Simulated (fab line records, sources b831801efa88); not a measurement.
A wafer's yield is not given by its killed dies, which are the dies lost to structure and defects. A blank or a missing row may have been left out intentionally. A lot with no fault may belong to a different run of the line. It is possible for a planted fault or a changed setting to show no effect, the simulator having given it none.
Code-filled problem report in 8D (eight disciplines) form -- flow gf180mcu -- the parts of the form that need people (team, actions taken, sign-off) are left out

1. THE ISSUE
GF_POLY_GATE_ETCH_13, oesProductAu: mean 0.871 a.u. over 1 wafer from 1 lot; wafers with no fault: 0.993 a.u., standard deviation 0.0089. Relative to the usual mean, that is a shift of -14 standard deviations.
The step: etches poly-Si in HBr/Cl2, stops on SiO2, target depth 198.5 nm, time 69.6 s.
First observed at day 13 11:07: wafer L162.2, on rieSi-01. Wafers with a number at this step in the record: 15, from 5 lots. The rule behind "out" and "out of limits": a value lying over 4 standard deviations away from the usual mean. All remaining wafers that have a number are taken as sound.

2. WHAT IT IS; WHAT IT IS NOT
question,is,is not
which readings at this step,oesProductAu,"drypumpMotorCurrentA, throttleValvePct"
which lots,L162,"L148, L158, L169, L171"
which wafers of those lots,L162.2,"L162.4, L162.5"
read on which tools,rieSi-01,rieSi-02
when,from day 13 11:07,"up to then (8 sound wafers); but 6 sound wafers of L169, L171 came after"

3. THE SUSPECTS, EACH WITH WHAT RULES IT OUT
Counting: a tool at a process step up to the reading stays a suspect if it ran every lot that is out. Sound lots after the first of them don't rule it out here, since some wafers of a struck lot are sound.
- rieDiel-01 at GF_POLY_GATE_ETCH_12 (etches BARC in N2/H2): kept. L162, the lot that is out, went through it at day 13 11:03; up to then, the latest sound lot through it was L148 at day 9 15:58.
- rieSi-01 at GF_POLY_GATE_ETCH_13 (etches poly-Si in HBr/Cl2, stops on SiO2, target depth 198.5 nm, time 69.6 s): kept. It ran the lot that is out, L162 (day 13 11:07). On those wafers its own readings are out: oesProductAu.
- rieDiel-01, GF_POLY_GATE_ETCH_12: wafers that are out in chamber 2, sound lot-mates in chambers 0, 1.
- rieSi-01, GF_POLY_GATE_ETCH_13: wafers that are out in chamber 3, sound lot-mates in chambers 0, 2.
Remaining after the count are rieDiel-01 at GF_POLY_GATE_ETCH_12 and rieSi-01 at GF_POLY_GATE_ETCH_13.

4. THE CAUSE (what the simulator had put in)
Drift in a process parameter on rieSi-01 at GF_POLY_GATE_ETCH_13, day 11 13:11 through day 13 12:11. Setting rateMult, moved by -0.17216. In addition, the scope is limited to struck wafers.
This tool is one of the 2 suspects left after counting.

5. THE EFFECT CHAIN, in route order
Each row: a reading whose mean over the struck wafers that have a number lies more than 3 standard deviations from the usual. Only readings whose record carries a usual standard deviation are examined. hours: median over the lots of the time between each lot's start at the first step of this table that gives one and its start at this step. sigmas: the change, counted in usual standard deviations.
hours,step,reading,usual,on struck wafers,change,sigmas
0,GF_POLY_GATE_ETCH_13,oesProductAu,0.993 a.u.,0.871,-0.122,-14
Process steps it contains:
- GF_POLY_GATE_ETCH_13: etches poly-Si in HBr/Cl2, stops on SiO2, target depth 198.5 nm, time 69.6 s.

6. HOW IT WOULD HAVE BEEN CAUGHT EARLIER
In this record the first reading out of limits was taken at day 13 11:07, 46 hours after the fault began at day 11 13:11.
